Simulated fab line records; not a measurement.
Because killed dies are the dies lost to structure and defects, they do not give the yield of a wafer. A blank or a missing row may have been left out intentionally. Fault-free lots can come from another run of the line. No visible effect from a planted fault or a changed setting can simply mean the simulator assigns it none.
Which tool is to blame? || flow gf180mcu || 36 wafers from 12 lots sampled at 3 of the route's 602 steps

## WHAT THE GAUGES SHOWED, per wafer
GF_PSD_OVL_MEAS_08. Usual: PSD_OVL typically reads 0.4 nm, with standard deviation 1.5.
{"lot": "L704", "measured": "day 14 04:55", "on": "overlay-01", "PSD_OVL (nm)": "2.1 1.7 0.4", "flag": ""}
{"lot": "L705", "measured": "day 14 11:20", "on": "overlay-01", "PSD_OVL (nm)": "-0.6 -0.5 1.3", "flag": ""}
{"lot": "L707", "measured": "day 15 05:20", "on": "overlay-01", "PSD_OVL (nm)": "-1.1 -1.7 -0.4", "flag": ""}
{"lot": "L709", "measured": "day 16 05:20", "on": "overlay-01", "PSD_OVL (nm)": "-1.6 0.1 -0.9", "flag": ""}
{"lot": "L713", "measured": "day 17 18:46", "on": "overlay-01", "PSD_OVL (nm)": "0.8 3.8 0.6", "flag": ""}
{"lot": "L716", "measured": "day 18 17:32", "on": "overlay-01", "PSD_OVL (nm)": "0.4 0.7 0.4", "flag": ""}
{"lot": "L717", "measured": "day 19 00:59", "on": "overlay-01", "PSD_OVL (nm)": "-2.2 -1.0 1.2", "flag": ""}
{"lot": "L718", "measured": "day 19 01:35", "on": "overlay-01", "PSD_OVL (nm)": "200.0 199.0 203.0", "flag": "OFF"}
{"lot": "L719", "measured": "day 19 17:23", "on": "overlay-01", "PSD_OVL (nm)": "200.8 202.0 202.6", "flag": "OFF"}
{"lot": "L720", "measured": "day 19 23:02", "on": "overlay-02", "PSD_OVL (nm)": "201.1 202.7 200.3", "flag": "OFF"}
{"lot": "L721", "measured": "day 20 08:37", "on": "overlay-02", "PSD_OVL (nm)": "196.2 198.2 198.6", "flag": "OFF"}
{"lot": "L727", "measured": "day 22 07:49", "on": "overlay-01", "PSD_OVL (nm)": "2.0 0.5 0.4", "flag": ""}

## WHICH TOOL RAN EACH LOT (tool, then ch and the chambers of the sampled wafers, then the start)
{"lot": "L704", "GF_HV_LDD_STRIP_37": "plasmaAsher-02 ch 0,1, day 11 14:29", "GF_PSD_EXPOSE_04": "ilineStepper-01 ch 0, day 13 18:43"}
{"lot": "L705", "GF_HV_LDD_STRIP_37": "plasmaAsher-02 ch 0,1, day 11 20:43", "GF_PSD_EXPOSE_04": "ilineStepper-01 ch 0, day 14 00:41"}
{"lot": "L707", "GF_HV_LDD_STRIP_37": "plasmaAsher-04 ch 0,1, day 12 13:28", "GF_PSD_EXPOSE_04": "ilineStepper-02 ch 0, day 14 18:05"}
{"lot": "L709", "GF_HV_LDD_STRIP_37": "plasmaAsher-02 ch 0, day 13 10:32", "GF_PSD_EXPOSE_04": "ilineStepper-01 ch 0, day 15 17:43"}
{"lot": "L713", "GF_HV_LDD_STRIP_37": "plasmaAsher-02 ch 0,1, day 14 19:32", "GF_PSD_EXPOSE_04": "ilineStepper-01 ch 0, day 17 07:28"}
{"lot": "L716", "GF_HV_LDD_STRIP_37": "plasmaAsher-04 ch 0,1, day 15 15:34", "GF_PSD_EXPOSE_04": "ilineStepper-01 ch 0, day 18 05:46"}
{"lot": "L717", "GF_HV_LDD_STRIP_37": "plasmaAsher-03 ch 0,1, day 16 00:40", "GF_PSD_EXPOSE_04": "ilineStepper-01 ch 0, day 18 13:04"}
{"lot": "L718", "GF_HV_LDD_STRIP_37": "plasmaAsher-02 ch 0,1, day 16 01:07", "GF_PSD_EXPOSE_04": "ilineStepper-01 ch 0, day 18 13:37"}
{"lot": "L719", "GF_HV_LDD_STRIP_37": "plasmaAsher-03 ch 0,1, day 16 14:53", "GF_PSD_EXPOSE_04": "ilineStepper-01 ch 0, day 19 05:10"}
{"lot": "L720", "GF_HV_LDD_STRIP_37": "plasmaAsher-03 ch 0,1, day 16 19:20", "GF_PSD_EXPOSE_04": "ilineStepper-01 ch 0, day 19 10:50"}
{"lot": "L721", "GF_HV_LDD_STRIP_37": "plasmaAsher-03 ch 0,1, day 17 06:44", "GF_PSD_EXPOSE_04": "ilineStepper-01 ch 0, day 19 21:07"}
{"lot": "L727", "GF_HV_LDD_STRIP_37": "plasmaAsher-03 ch 0, day 19 04:05", "GF_PSD_EXPOSE_04": "ilineStepper-02 ch 0, day 21 20:02"}
- GF_HV_LDD_STRIP_37: strips in O2/N2.
- GF_PSD_EXPOSE_04: exposes mask Pplus, target cd 400 nm.

## AS READ BY THE TOOLS THEMSELVES (means over the sampled wafers that have a number; for cases with no such wafer, the mark the record gives instead)
GF_HV_LDD_STRIP_37. Usual: drypumpMotorCurrentA 5.6 A, standard deviation 0.35; heaterPowerW 351 W, standard deviation 25; oesProductAu 0.716 a.u., standard deviation 0.0047; stripTimeToEndpointS 12.64 s, standard deviation 0.035.
{"lot": "L704", "tool": "plasmaAsher-02", "drypumpMotorCurrentA (A)": 5.3, "heaterPowerW (W)": 361, "oesProductAu (a.u.)": 0.716, "stripTimeToEndpointS (s)": 12.68, "flag": ""}
{"lot": "L705", "tool": "plasmaAsher-02", "drypumpMotorCurrentA (A)": 5.4, "heaterPowerW (W)": 360, "oesProductAu (a.u.)": 0.716, "stripTimeToEndpointS (s)": 12.62, "flag": ""}
{"lot": "L707", "tool": "plasmaAsher-04", "drypumpMotorCurrentA (A)": 6.2, "heaterPowerW (W)": 370, "oesProductAu (a.u.)": 0.712, "stripTimeToEndpointS (s)": 12.60, "flag": ""}
{"lot": "L709", "tool": "plasmaAsher-02", "drypumpMotorCurrentA (A)": 5.5, "heaterPowerW (W)": 369, "oesProductAu (a.u.)": 0.717, "stripTimeToEndpointS (s)": 12.61, "flag": ""}
{"lot": "L713", "tool": "plasmaAsher-02", "drypumpMotorCurrentA (A)": 5.3, "heaterPowerW (W)": 360, "oesProductAu (a.u.)": 0.715, "stripTimeToEndpointS (s)": 12.64, "flag": ""}
{"lot": "L716", "tool": "plasmaAsher-04", "drypumpMotorCurrentA (A)": 6.2, "heaterPowerW (W)": 373, "oesProductAu (a.u.)": 0.717, "stripTimeToEndpointS (s)": 12.62, "flag": ""}
{"lot": "L717", "tool": "plasmaAsher-03", "drypumpMotorCurrentA (A)": 5.6, "heaterPowerW (W)": 322, "oesProductAu (a.u.)": 0.712, "stripTimeToEndpointS (s)": 12.62, "flag": ""}
{"lot": "L718", "tool": "plasmaAsher-02", "drypumpMotorCurrentA (A)": 5.4, "heaterPowerW (W)": 360, "oesProductAu (a.u.)": 0.719, "stripTimeToEndpointS (s)": 12.64, "flag": ""}
{"lot": "L719", "tool": "plasmaAsher-03", "drypumpMotorCurrentA (A)": 5.6, "heaterPowerW (W)": 321, "oesProductAu (a.u.)": 0.720, "stripTimeToEndpointS (s)": 12.64, "flag": ""}
{"lot": "L720", "tool": "plasmaAsher-03", "drypumpMotorCurrentA (A)": 5.5, "heaterPowerW (W)": 340, "oesProductAu (a.u.)": 0.716, "stripTimeToEndpointS (s)": 12.56, "flag": ""}
{"lot": "L721", "tool": "plasmaAsher-03", "drypumpMotorCurrentA (A)": 5.5, "heaterPowerW (W)": 340, "oesProductAu (a.u.)": 0.719, "stripTimeToEndpointS (s)": 12.65, "flag": ""}
{"lot": "L727", "tool": "plasmaAsher-03", "drypumpMotorCurrentA (A)": 5.4, "heaterPowerW (W)": 355, "oesProductAu (a.u.)": 0.715, "stripTimeToEndpointS (s)": 12.67, "flag": ""}

GF_PSD_EXPOSE_04. Usual: reticleTempC 23.02 C, standard deviation 0.1.
{"lot": "L704", "tool": "ilineStepper-01", "reticleTempC (C)": 23.12, "flag": ""}
{"lot": "L705", "tool": "ilineStepper-01", "reticleTempC (C)": 23.16, "flag": ""}
{"lot": "L707", "tool": "ilineStepper-02", "reticleTempC (C)": 22.93, "flag": ""}
{"lot": "L709", "tool": "ilineStepper-01", "reticleTempC (C)": 23.01, "flag": ""}
{"lot": "L713", "tool": "ilineStepper-01", "reticleTempC (C)": 23.05, "flag": ""}
{"lot": "L716", "tool": "ilineStepper-01", "reticleTempC (C)": 23.07, "flag": ""}
{"lot": "L717", "tool": "ilineStepper-01", "reticleTempC (C)": 23.02, "flag": ""}
{"lot": "L718", "tool": "ilineStepper-01", "reticleTempC (C)": 22.95, "flag": ""}
{"lot": "L719", "tool": "ilineStepper-01", "reticleTempC (C)": 23.00, "flag": ""}
{"lot": "L720", "tool": "ilineStepper-01", "reticleTempC (C)": 23.00, "flag": ""}
{"lot": "L721", "tool": "ilineStepper-01", "reticleTempC (C)": 22.96, "flag": ""}
{"lot": "L727", "tool": "ilineStepper-02", "reticleTempC (C)": 22.96, "flag": ""}

## THE ANSWER, worked out from the rows above alone
Rule: a lot counts as off when the mean over its wafers that have a number is more than 3 standard deviations away from the usual mean. A lot without any number at a reading at which 4 lots or more have one is off too. All remaining lots with rows at the step are treated as sound. The gauges are gone through in route order, then the tools' own readings, and for those a lot's mean is taken as printed above. The first step at which some lot is off is used, and at that step the reading that is off furthest; a lot without a number counts as furthest.
Off: at GF_PSD_OVL_MEAS_08 (PSD_OVL), L718, L719, L720, L721.
If a tool, at a process step before that reading, ran all the lots that are off and no sound lot after the first of them, it fits. The gauges at GF_PSD_OVL_MEAS_08 are tried like those tools. One fits: GF_PSD_EXPOSE_04 on ilineStepper-01. Its last sound lot is L717 (day 18 13:04), its first lot that is off L718 (day 18 13:37): a fault that began between those two fits.

## WHAT THE SIMULATOR HAD PUT IN
Scanner matching overlay: ilineStepper-01, from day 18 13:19 on, at GF_PSD_EXPOSE_04. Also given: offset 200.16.
Lots struck among those shown: L718, L719, L720, L721. Same finding as the rule above.
